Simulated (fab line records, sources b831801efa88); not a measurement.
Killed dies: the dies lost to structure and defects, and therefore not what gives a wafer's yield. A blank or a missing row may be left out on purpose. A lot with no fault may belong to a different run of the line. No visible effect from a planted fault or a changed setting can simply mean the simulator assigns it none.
fab line records | flow sfqLine
record lots=5 | wafers=15 | lastDay=94
route steps=325 shown R5@217 I5@228
lots untouched by any fault: they come from a run of this same line in which no faults occurred
startH: hours from the record's first day to the start of the lot's first wafer shown | waitH: hours since the lot's step before | " the same as in the row above | L1.1+2: a single row standing in for several wafers | - either no value or no given start | * or withheld: withheld | < > ~ a bound
route shown NAME@n: names a module that has steps shown in the file, with the first one's number in the route | usual: mean and standard deviation over wafers with no fault | same: alike in all rows | chamber/n: place in a boat | sites: per-site readings | _std_site: standard deviation across them | _edge_site: outer sites' mean less inner sites' | radiusMm: how far each site lies from the wafer's centre | mask NAME#n: copy n | behind: the last tool/chamber to shape the wafer | hold: the reason the lot was held/the length of the hold in hours/how it ended | device: the transistor (n, p or np) that didn't switch | end of line: tests run on the same wafers once the route is complete | step lacking rows: just its recipe | killed: the dies lost at the first sort to structure and to defects; this is not the yield of the wafer | map: a wafer's dies, x killed, . not, _ none there
set.NAME: the setting as run; set.NAME@STEP: as run at that earlier step | model.NAME: the simulator's own value behind a step, which no gauge read
a table for each step, a row for each wafer; lots at some steps of the route
services: a tool's chamber out of use, with start hour (startH, from the record's first day; less than 0 if before it), hours out, and reason
## steps
# step SFQ_TRILAYER_R5_LITHO_COAT_141
# recipe resist=BARC | spinRpm=3000 | resistThkNm=62
# usual resistLineTempC=23.02/0.097
lot.wafer | tool          | chamber | startH  | waitH | resistLineTempC
L075.3    | lithoTrack-03 | 0       | 1398.19 | 0.1   | 23.08
L075.4    | "             | 0       | "       | "     | 23.04
L075.5    | "             | 0       | "       | "     | 23.13
L085.1    | lithoTrack-03 | 0       | 1521.20 | 0.1   | 23.16
L085.5    | "             | 0       | "       | "     | 22.86
L085.6    | "             | 0       | "       | "     | 23.07
L086.1    | lithoTrack-02 | 0       | 1523.08 | 0.1   | 22.95
L086.3    | "             | 0       | "       | "     | 23.03
L086.4    | "             | 0       | "       | "     | 23.09
L088.3    | lithoTrack-02 | 0       | 1528.83 | 0.1   | 22.99
L088.4    | "             | 0       | "       | "     | 23.03
L088.6    | "             | 0       | "       | "     | 22.99
L096.4    | lithoTrack-04 | 0       | 1546.43 | 0.2   | 22.94
L096.5    | "             | 0       | "       | "     | 22.98
L096.6    | "             | 0       | "       | "     | 23.17
# step SFQ_TRILAYER_R5_LITHO_COAT_136
# recipe resist=KrF | spinRpm=3000 | resistThkNm=600
# usual resistLineTempC=22.99/0.11
lot.wafer | tool          | chamber | startH  | waitH | resistLineTempC
L075.3    | lithoTrack-03 | 0       | 1398.49 | 0.2   | 22.90
L075.4    | "             | 0       | "       | "     | 22.93
L075.5    | "             | 0       | "       | "     | 22.95
L085.1    | lithoTrack-03 | 0       | 1521.50 | 0.2   | 23.03
L085.5    | "             | 0       | "       | "     | 22.96
L085.6    | "             | 0       | "       | "     | 22.95
L086.1    | lithoTrack-02 | 0       | 1523.38 | 0.2   | 23.11
L086.3    | "             | 0       | "       | "     | 23.13
L086.4    | "             | 0       | "       | "     | 23.05
L088.3    | lithoTrack-02 | 0       | 1529.13 | 0.2   | 23.10
L088.4    | "             | 0       | "       | "     | 23.05
L088.6    | "             | 0       | "       | "     | 22.99
L096.4    | lithoTrack-04 | 0       | 1546.73 | 0.2   | 22.76
L096.5    | "             | 0       | "       | "     | 22.80
L096.6    | "             | 0       | "       | "     | 22.83
# step SFQ_TRILAYER_R5_LITHO_SOFTBAKE_140
# recipe tempC=withheld | timeS=withheld | resist=KrF
# usual resistLineTempC=*
lot.wafer | tool          | chamber | startH  | waitH | resistLineTempC
L075.3    | lithoTrack-03 | 0       | 1398.74 | 0.2   | *
L075.4    | "             | 0       | "       | "     | *
L075.5    | "             | 0       | "       | "     | *
L085.1    | lithoTrack-03 | 0       | 1521.80 | 0.2   | *
L085.5    | "             | 0       | "       | "     | *
L085.6    | "             | 0       | "       | "     | *
L086.1    | lithoTrack-02 | 0       | 1523.68 | 0.2   | *
L086.3    | "             | 0       | "       | "     | *
L086.4    | "             | 0       | "       | "     | *
L088.3    | lithoTrack-02 | 0       | 1529.38 | 0.2   | *
L088.4    | "             | 0       | "       | "     | *
L088.6    | "             | 0       | "       | "     | *
L096.4    | lithoTrack-04 | 0       | 1546.95 | 0.2   | *
L096.5    | "             | 0       | "       | "     | *
L096.6    | "             | 0       | "       | "     | *
# step SFQ_TRILAYER_R5_LITHO_EXPOSE_137
# recipe maskId=R5 | na=0.6 | sourceShape=conventional | sigmaOuter=0.65 | targetCdNm=500 | doseMj=14.4
# usual focusOffsetNm=-0.1/0.52
lot.wafer | tool          | chamber | startH  | waitH | mask | focusOffsetNm
L075.3    | krfScanner-02 | 0       | 1424.97 | -     | R5#0 | 0.7
L075.4    | "             | 0       | "       | "     | R5#0 | 0.0
L075.5    | "             | 0       | "       | "     | R5#0 | 1.1
L085.1    | krfScanner-02 | 0       | 1627.97 | -     | R5#0 | 0.8
L085.5    | "             | 0       | "       | "     | R5#0 | -0.3
L085.6    | "             | 0       | "       | "     | R5#0 | 0.3
L086.1    | krfScanner-02 | 0       | 1629.17 | -     | R5#0 | 0.0
L086.3    | "             | 0       | "       | "     | R5#0 | -1.2
L086.4    | "             | 0       | "       | "     | R5#0 | 0.7
L088.3    | krfScanner-02 | 0       | 1633.17 | -     | R5#0 | 0.1
L088.4    | "             | 0       | "       | "     | R5#0 | 0.4
L088.6    | "             | 0       | "       | "     | R5#0 | -0.2
L096.4    | krfScanner-02 | 0       | 1649.57 | -     | R5#0 | 0.3
L096.5    | "             | 0       | "       | "     | R5#0 | 0.0
L096.6    | "             | 0       | "       | "     | R5#0 | -0.3
# step SFQ_TRILAYER_R5_LITHO_PEB_139
# recipe pebTempC=115 | pebTimeS=60 | resist=KrF
# usual heaterPowerTotalW=79.14/0.071 | resistLineTempC=22.97/0.1
# same pebTimeS=60
lot.wafer | tool          | chamber | startH  | waitH | heaterPowerTotalW | resistLineTempC
L075.3    | lithoTrack-02 | 0       | 1425.82 | 0.7   | 79.13             | 23.18
L075.4    | "             | 0       | "       | "     | 79.21             | 23.10
L075.5    | "             | 0       | "       | "     | 79.06             | 23.13
L085.1    | lithoTrack-04 | 0       | 1629.17 | 1.0   | 79.22             | 22.82
L085.5    | "             | 0       | "       | "     | 79.22             | 22.98
L085.6    | "             | 0       | "       | "     | 79.13             | 22.75
L086.1    | lithoTrack-03 | 0       | 1630.37 | 1.0   | 79.01             | 22.90
L086.3    | "             | 0       | "       | "     | 79.25             | 22.86
L086.4    | "             | 0       | "       | "     | 79.17             | 22.90
L088.3    | lithoTrack-03 | 0       | 1634.02 | 0.7   | 79.24             | 23.03
L088.4    | "             | 0       | "       | "     | 79.19             | 22.86
L088.6    | "             | 0       | "       | "     | 79.24             | 23.01
L096.4    | lithoTrack-02 | 0       | 1650.24 | 0.5   | 79.21             | 22.97
L096.5    | "             | 0       | "       | "     | 79.23             | 22.96
L096.6    | "             | 0       | "       | "     | 79.10             | 22.98
# step SFQ_TRILAYER_R5_LITHO_DEVELOP_138
# recipe timeS=60 | resist=KrF
# usual resistLineTempC=22.97/0.1
lot.wafer | tool          | chamber | startH  | waitH | resistLineTempC
L075.3    | lithoTrack-02 | 0       | 1425.97 | 0.1   | 22.89
L075.4    | "             | 0       | "       | "     | 22.98
L075.5    | "             | 0       | "       | "     | 22.95
L085.1    | lithoTrack-04 | 0       | 1629.32 | 0.1   | 22.89
L085.5    | "             | 0       | "       | "     | 22.90
L085.6    | "             | 0       | "       | "     | 22.91
L086.1    | lithoTrack-03 | 0       | 1630.52 | 0.1   | 22.94
L086.3    | "             | 0       | "       | "     | 22.95
L086.4    | "             | 0       | "       | "     | 22.76
L088.3    | lithoTrack-03 | 0       | 1634.17 | 0.1   | 23.01
L088.4    | "             | 0       | "       | "     | 22.93
L088.6    | "             | 0       | "       | "     | 22.98
L096.4    | lithoTrack-02 | 0       | 1650.39 | 0.1   | 23.12
L096.5    | "             | 0       | "       | "     | 23.07
L096.6    | "             | 0       | "       | "     | 23.16
# step SFQ_R5_OVL_MEAS_935
# usual R5_OVL=-3/6.8
lot.wafer | tool       | chamber | startH  | waitH | R5_OVL[nm]
L075.3    | overlay-01 | -       | 1426.08 | 0.1   | 2
L075.4    | "          | -       | "       | "     | -7
L075.5    | "          | -       | "       | "     | -1
L085.1    | overlay-02 | -       | 1629.47 | 0.1   | -19
L085.5    | "          | -       | "       | "     | -15
L085.6    | "          | -       | "       | "     | -17
L086.1    | overlay-02 | -       | 1630.67 | 0.1   | -3
L086.3    | "          | -       | "       | "     | -4
L086.4    | "          | -       | "       | "     | -5
L088.3    | overlay-02 | -       | 1634.28 | 0.1   | -12
L088.4    | "          | -       | "       | "     | -3
L088.6    | "          | -       | "       | "     | -3
L096.4    | overlay-02 | -       | 1650.49 | 0.1   | 0
L096.5    | "          | -       | "       | "     | -1
L096.6    | "          | -       | "       | "     | 1
# step SFQ_TRILAYER_R5_BARC_OPEN_METAL_ETCH_177
# recipe maskMaterial=PR | chemistry=O2 | targetDepthNm=125 | target=BARC | icpW=600 | biasW=80 | pressureMtorr=10 | timeS=41.7
# usual biasW=79.99/0.24 | drypumpMotorCurrentA=5.7/0.51 | oesProductAu=0.686/0.0045
lot.wafer | tool        | chamber | startH  | waitH | biasW | drypumpMotorCurrentA | oesProductAu | rfHoursCounterH
L075.3    | rieMetal-03 | 0       | 1426.12 | 0.0   | 79.91 | 5.0                  | 0.676        | -
L075.4    | "           | 1       | "       | "     | 79.65 | 6.5                  | 0.684        | -
L075.5    | "           | 0       | "       | "     | 80.12 | 5.1                  | 0.683        | -
L085.1    | rieMetal-04 | 1       | 1629.51 | 0.0   | 79.90 | 5.7                  | 0.687        | 99
L085.5    | "           | 1       | "       | "     | 80.00 | 5.7                  | 0.688        | -
L085.6    | "           | 0       | "       | "     | 79.87 | 6.2                  | 0.688        | -
L086.1    | rieMetal-04 | 0       | 1630.71 | 0.0   | 80.06 | 6.2                  | 0.686        | 34
L086.3    | "           | 1       | "       | "     | 79.91 | 5.7                  | 0.686        | -
L086.4    | "           | 0       | "       | "     | 79.71 | 6.1                  | 0.686        | -
L088.3    | rieMetal-04 | 1       | 1634.33 | 0.0   | 80.01 | 5.7                  | 0.684        | -
L088.4    | "           | 0       | "       | "     | 79.93 | 6.2                  | 0.684        | -
L088.6    | "           | 0       | "       | "     | 80.20 | 6.1                  | 0.686        | -
L096.4    | rieMetal-01 | 1       | 1650.52 | 0.0   | 79.69 | 5.6                  | 0.694        | -
L096.5    | "           | 1       | "       | "     | 80.04 | 5.6                  | 0.689        | -
L096.6    | "           | 0       | "       | "     | 79.86 | 5.0                  | 0.691        | -
# step SFQ_TRILAYER_R5_ETCH_METAL_ETCH_139
# recipe stopOn=SiO2 | maskMaterial=PR | chemistry=Cl2 | targetDepthNm=60 | icpW=600 | biasW=80 | pressureMtorr=10 | timeS=40
# usual biasW=79.97/0.23 | drypumpMotorCurrentA=5.7/0.51 | oesProductAu=0.992/0.0067
lot.wafer | tool        | chamber | startH  | waitH | biasW | drypumpMotorCurrentA | oesProductAu | rfHoursCounterH
L075.3    | rieMetal-03 | 0       | 1426.18 | 0.0   | 79.88 | 5.1                  | 0.995        | -
L075.4    | "           | 1       | "       | "     | 79.91 | 6.5                  | 0.998        | -
L075.5    | "           | 0       | "       | "     | 80.16 | 5.1                  | 0.995        | -
L085.1    | rieMetal-04 | 1       | 1629.57 | 0.0   | 79.84 | 5.7                  | 1.002        | 99
L085.5    | "           | 1       | "       | "     | 80.02 | 5.7                  | 0.990        | -
L085.6    | "           | 0       | "       | "     | 80.16 | 6.2                  | 0.983        | -
L086.1    | rieMetal-04 | 0       | 1630.77 | 0.0   | 79.86 | 6.2                  | 0.990        | 34
L086.3    | "           | 1       | "       | "     | 79.69 | 5.6                  | 0.992        | -
L086.4    | "           | 0       | "       | "     | 80.03 | 6.1                  | 0.994        | -
L088.3    | rieMetal-04 | 1       | 1634.39 | 0.0   | 80.14 | 5.7                  | 1.001        | -
L088.4    | "           | 0       | "       | "     | 79.80 | 6.2                  | 0.982        | -
L088.6    | "           | 0       | "       | "     | 80.20 | 6.2                  | 0.989        | -
L096.4    | rieMetal-01 | 1       | 1650.58 | 0.0   | 79.87 | 5.6                  | 0.988        | -
L096.5    | "           | 1       | "       | "     | 79.61 | 5.6                  | 1.002        | -
L096.6    | "           | 0       | "       | "     | 79.85 | 5.0                  | 0.984        | -
# step SFQ_TRILAYER_R5_STRIP_STRIP_140
# recipe gas=O2 | powerW=200 | platenTempC=40 | overashFraction=0.65 | chemistry=O2 | pressureMtorr=50
# usual drypumpMotorCurrentA=5.7/0.51 | oesProductAu=1.006/0.013
lot.wafer | tool        | chamber | startH  | waitH | drypumpMotorCurrentA | oesProductAu | rfHoursCounterH
L075.3    | rieMetal-03 | 0       | 1426.42 | 0.2   | 5.0                  | 0.985        | -
L075.4    | "           | 1       | "       | "     | 6.5                  | 1.008        | -
L075.5    | "           | 0       | "       | "     | 5.0                  | 0.994        | -
L085.1    | rieMetal-04 | 1       | 1629.63 | 0.0   | 5.7                  | 1.014        | 99
L085.5    | "           | 1       | "       | "     | 5.7                  | 1.022        | -
L085.6    | "           | 0       | "       | "     | 6.2                  | 0.985        | -
L086.1    | rieMetal-04 | 0       | 1630.83 | 0.0   | 6.2                  | 1.011        | 34
L086.3    | "           | 1       | "       | "     | 5.7                  | 1.020        | -
L086.4    | "           | 0       | "       | "     | 6.2                  | 1.006        | -
L088.3    | rieMetal-04 | 1       | 1634.63 | 0.2   | 5.7                  | 1.033        | -
L088.4    | "           | 0       | "       | "     | 6.2                  | 1.005        | -
L088.6    | "           | 0       | "       | "     | 6.2                  | 1.001        | -
L096.4    | rieMetal-01 | 1       | 1650.82 | 0.2   | 5.6                  | 1.025        | -
L096.5    | "           | 1       | "       | "     | 5.6                  | 1.017        | -
L096.6    | "           | 0       | "       | "     | 5.0                  | 0.988        | -
# step SFQ_TRILAYER_R5_STRIP_SOLV_CLEAN_141
# recipe chemistry=NMP | tempC=70 | timeS=600
# usual bathGuardTempC=70.2/0.58 | tempC=69.99/0.12
lot.wafer | tool        | chamber | startH  | waitH | bathGuardTempC | tempC
L075.3    | wetBench-04 | 1       | 1426.82 | 0.2   | 69.4           | 70.04
L075.4    | "           | 6       | "       | "     | 70.5           | 70.03
L075.5    | "           | 2       | "       | "     | 68.9           | 69.91
L085.1    | wetBench-01 | 3       | 1630.23 | 0.4   | 69.5           | 70.06
L085.5    | "           | 4       | "       | "     | 70.3           | 70.15
L085.6    | "           | 1       | "       | "     | 70.2           | 69.88
L086.1    | wetBench-03 | 1       | 1631.43 | 0.4   | 70.1           | 70.00
L086.3    | "           | 0       | "       | "     | 71.0           | 69.81
L086.4    | "           | 7       | "       | "     | 69.9           | 69.98
L088.3    | wetBench-03 | 3       | 1635.03 | 0.2   | 70.1           | 69.97
L088.4    | "           | 2       | "       | "     | 69.9           | 69.78
L088.6    | "           | 1       | "       | "     | 69.9           | 70.06
L096.4    | wetBench-01 | 2       | 1651.22 | 0.2   | 70.8           | 69.94
L096.5    | "           | 6       | "       | "     | 69.8           | 70.02
L096.6    | "           | 7       | "       | "     | 70.6           | 70.07
# step SFQ_TRILAYER_A5C_DEP_PECVD_142
# recipe material=SiO2 | tempC=150 | timeS=15.556 | pressureTorr=2.4 | rfW=183.3 | precursor=SiH4/N2O | targetThkNm=70
# usual heaterPowerW=86/16 | throttleValvePct=24.4/0.92
lot.wafer | tool     | chamber | startH  | waitH | heaterPowerW | throttleValvePct
L075.3    | pecvd-03 | 1       | 1427.01 | 0.0   | 107          | 24.4
L075.4    | "        | 1       | "       | "     | 112          | 24.5
L075.5    | "        | 2       | "       | "     | 76           | 24.1
L085.1    | pecvd-01 | 2       | 1630.40 | 0.0   | 74           | 25.0
L085.5    | "        | 1       | "       | "     | 75           | 25.5
L085.6    | "        | 2       | "       | "     | 76           | 24.8
L086.1    | pecvd-03 | 2       | 1631.60 | 0.0   | 73           | 24.8
L086.3    | "        | 0       | "       | "     | 104          | 22.9
L086.4    | "        | 2       | "       | "     | 73           | 24.9
L088.3    | pecvd-01 | 2       | 1635.21 | 0.0   | 68           | 24.9
L088.4    | "        | 1       | "       | "     | 78           | 25.3
L088.6    | "        | 1       | "       | "     | 79           | 25.3
L096.4    | pecvd-01 | 1       | 1651.41 | 0.0   | 75           | 25.3
L096.5    | "        | 2       | "       | "     | 76           | 25.1
L096.6    | "        | 1       | "       | "     | 76           | 25.4
# step SFQ_TRILAYER_I5_LITHO_COAT_149
# recipe resist=BARC | spinRpm=3000 | resistThkNm=62
# usual resistLineTempC=22.99/0.11
lot.wafer | tool          | chamber | startH  | waitH | resistLineTempC
L075.3    | lithoTrack-01 | 0       | 1427.14 | 0.1   | 23.08
L075.4    | "             | 0       | "       | "     | 23.19
L075.5    | "             | 0       | "       | "     | 23.07
L085.1    | lithoTrack-02 | 0       | 1630.44 | 0.0   | 22.92
L085.5    | "             | 0       | "       | "     | 22.96
L085.6    | "             | 0       | "       | "     | 23.12
L086.1    | lithoTrack-02 | 0       | 1631.63 | 0.0   | 22.93
L086.3    | "             | 0       | "       | "     | 23.13
L086.4    | "             | 0       | "       | "     | 23.05
L088.3    | lithoTrack-03 | 0       | 1635.34 | 0.1   | 23.00
L088.4    | "             | 0       | "       | "     | 23.17
L088.6    | "             | 0       | "       | "     | 23.13
L096.4    | lithoTrack-01 | 0       | 1651.59 | 0.2   | 22.91
L096.5    | "             | 0       | "       | "     | 22.90
L096.6    | "             | 0       | "       | "     | 22.88
# step SFQ_TRILAYER_I5_LITHO_COAT_144
# recipe resist=KrF | spinRpm=3000 | resistThkNm=650
# usual resistLineTempC=23.00/0.092
lot.wafer | tool          | chamber | startH  | waitH | resistLineTempC
L075.3    | lithoTrack-01 | 0       | 1427.44 | 0.2   | 23.06
L075.4    | "             | 0       | "       | "     | 22.96
L075.5    | "             | 0       | "       | "     | 23.16
L085.1    | lithoTrack-02 | 0       | 1630.74 | 0.2   | 23.02
L085.5    | "             | 0       | "       | "     | 22.96
L085.6    | "             | 0       | "       | "     | 22.98
L086.1    | lithoTrack-02 | 0       | 1631.93 | 0.2   | 23.18
L086.3    | "             | 0       | "       | "     | 23.05
L086.4    | "             | 0       | "       | "     | 23.13
L088.3    | lithoTrack-03 | 0       | 1635.64 | 0.2   | 22.95
L088.4    | "             | 0       | "       | "     | 23.16
L088.6    | "             | 0       | "       | "     | 23.01
L096.4    | lithoTrack-01 | 0       | 1651.89 | 0.2   | 23.14
L096.5    | "             | 0       | "       | "     | 23.02
L096.6    | "             | 0       | "       | "     | 23.20
# step SFQ_TRILAYER_I5_LITHO_SOFTBAKE_148
# recipe tempC=withheld | timeS=withheld | resist=KrF
# usual resistLineTempC=*
lot.wafer | tool          | chamber | startH  | waitH | resistLineTempC
L075.3    | lithoTrack-01 | 0       | 1427.69 | 0.2   | *
L075.4    | "             | 0       | "       | "     | *
L075.5    | "             | 0       | "       | "     | *
L085.1    | lithoTrack-02 | 0       | 1631.04 | 0.2   | *
L085.5    | "             | 0       | "       | "     | *
L085.6    | "             | 0       | "       | "     | *
L086.1    | lithoTrack-02 | 0       | 1632.23 | 0.2   | *
L086.3    | "             | 0       | "       | "     | *
L086.4    | "             | 0       | "       | "     | *
L088.3    | lithoTrack-03 | 0       | 1635.89 | 0.2   | *
L088.4    | "             | 0       | "       | "     | *
L088.6    | "             | 0       | "       | "     | *
L096.4    | lithoTrack-01 | 0       | 1652.11 | 0.2   | *
L096.5    | "             | 0       | "       | "     | *
L096.6    | "             | 0       | "       | "     | *
# step SFQ_TRILAYER_I5_LITHO_EXPOSE_145
# recipe maskId=I5 | na=0.6 | sourceShape=conventional | sigmaOuter=0.65 | targetCdNm=700 | doseMj=21.3
# usual focusOffsetNm=0.0/0.57
lot.wafer | tool          | chamber | startH  | waitH | mask | focusOffsetNm
L075.3    | krfScanner-01 | 0       | 1558.15 | -     | I5#0 | -1.3
L075.4    | "             | 0       | "       | "     | I5#0 | 0.2
L075.5    | "             | 0       | "       | "     | I5#0 | -0.3
L085.1    | krfScanner-01 | 0       | 1724.49 | -     | I5#0 | 0.1
L085.5    | "             | 0       | "       | "     | I5#0 | 0.3
L085.6    | "             | 0       | "       | "     | I5#0 | -1.1
L086.1    | krfScanner-01 | 0       | 1726.89 | -     | I5#0 | 0.1
L086.3    | "             | 0       | "       | "     | I5#0 | -0.2
L086.4    | "             | 0       | "       | "     | I5#0 | -0.7
L088.3    | krfScanner-01 | 0       | 1733.29 | -     | I5#0 | 0.7
L088.4    | "             | 0       | "       | "     | I5#0 | 0.7
L088.6    | "             | 0       | "       | "     | I5#0 | 0.2
L096.4    | krfScanner-02 | 0       | 1754.02 | -     | I5#0 | -1.3
L096.5    | "             | 0       | "       | "     | I5#0 | -0.9
L096.6    | "             | 0       | "       | "     | I5#0 | -1.6
# step SFQ_TRILAYER_I5_LITHO_PEB_147
# recipe pebTempC=115 | pebTimeS=60 | resist=KrF
# usual heaterPowerTotalW=79.15/0.07 | resistLineTempC=23.00/0.11
# same pebTimeS=60
lot.wafer | tool          | chamber | startH  | waitH | heaterPowerTotalW | resistLineTempC
L075.3    | lithoTrack-03 | 0       | 1559.00 | 0.7   | 79.25             | 22.96
L075.4    | "             | 0       | "       | "     | 79.23             | 22.95
L075.5    | "             | 0       | "       | "     | 79.20             | 22.92
L085.1    | lithoTrack-03 | 0       | 1725.69 | 1.0   | 79.00             | 23.01
L085.5    | "             | 0       | "       | "     | 79.02             | 23.03
L085.6    | "             | 0       | "       | "     | 79.21             | 23.02
L086.1    | lithoTrack-03 | 0       | 1728.09 | 1.0   | 79.25             | 22.85
L086.3    | "             | 0       | "       | "     | 79.07             | 22.82
L086.4    | "             | 0       | "       | "     | 79.23             | 22.91
L088.3    | lithoTrack-03 | 0       | 1734.14 | 0.7   | 79.03             | 22.88
L088.4    | "             | 0       | "       | "     | 79.24             | 23.05
L088.6    | "             | 0       | "       | "     | 79.23             | 23.06
L096.4    | lithoTrack-03 | 0       | 1754.69 | 0.5   | 79.21             | 22.99
L096.5    | "             | 0       | "       | "     | 79.21             | 23.05
L096.6    | "             | 0       | "       | "     | 79.22             | 23.14
# step SFQ_TRILAYER_I5_LITHO_DEVELOP_146
# recipe timeS=60 | resist=KrF
# usual resistLineTempC=23.02/0.1
lot.wafer | tool          | chamber | startH  | waitH | resistLineTempC
L075.3    | lithoTrack-03 | 0       | 1559.15 | 0.1   | 22.89
L075.4    | "             | 0       | "       | "     | 23.14
L075.5    | "             | 0       | "       | "     | 23.09
L085.1    | lithoTrack-03 | 0       | 1725.84 | 0.1   | 22.83
L085.5    | "             | 0       | "       | "     | 22.93
L085.6    | "             | 0       | "       | "     | 22.95
L086.1    | lithoTrack-03 | 0       | 1728.24 | 0.1   | 23.13
L086.3    | "             | 0       | "       | "     | 23.11
L086.4    | "             | 0       | "       | "     | 22.86
L088.3    | lithoTrack-03 | 0       | 1734.29 | 0.1   | 22.93
L088.4    | "             | 0       | "       | "     | 22.87
L088.6    | "             | 0       | "       | "     | 22.97
L096.4    | lithoTrack-03 | 0       | 1754.84 | 0.1   | 23.01
L096.5    | "             | 0       | "       | "     | 22.76
L096.6    | "             | 0       | "       | "     | 22.88
## services
tool          | chamber | startH  | hours | kind
krfScanner-02 | -       | 1378.26 | 0.8   | pm
rieMetal-04   | -       | 1401.26 | 28.1  | pm
krfScanner-01 | -       | 1411.36 | 7.2   | pm
krfScanner-01 | -       | 1418.56 | 1.3   | pm
krfScanner-02 | -       | 1420.27 | 3.0   | pm
krfScanner-02 | -       | 1423.27 | 1.3   | pm
krfScanner-02 | -       | 1444.11 | 1.0   | pm
krfScanner-01 | -       | 1446.75 | 2.1   | repair
rieMetal-04   | 1       | 1468.30 | 20.7  | repair
krfScanner-02 | -       | 1491.27 | 7.2   | pm
krfScanner-02 | -       | 1498.47 | 36.0  | pm
krfScanner-01 | -       | 1532.75 | 1.0   | pm
krfScanner-02 | -       | 1537.99 | 0.2   | repair
krfScanner-02 | -       | 1539.73 | 0.7   | repair
krfScanner-02 | -       | 1547.06 | 0.8   | pm
krfScanner-01 | -       | 1565.11 | 5.3   | repair
krfScanner-02 | -       | 1577.89 | 0.3   | repair
krfScanner-02 | -       | 1586.84 | 4.0   | pm
krfScanner-01 | -       | 1591.22 | 1.3   | pm
krfScanner-02 | -       | 1597.34 | 1.3   | pm
krfScanner-01 | -       | 1599.67 | 0.2   | repair
krfScanner-02 | -       | 1614.20 | 1.0   | pm
krfScanner-02 | -       | 1618.80 | 4.4   | pm
krfScanner-02 | -       | 1716.17 | 0.8   | pm
## key
fault none
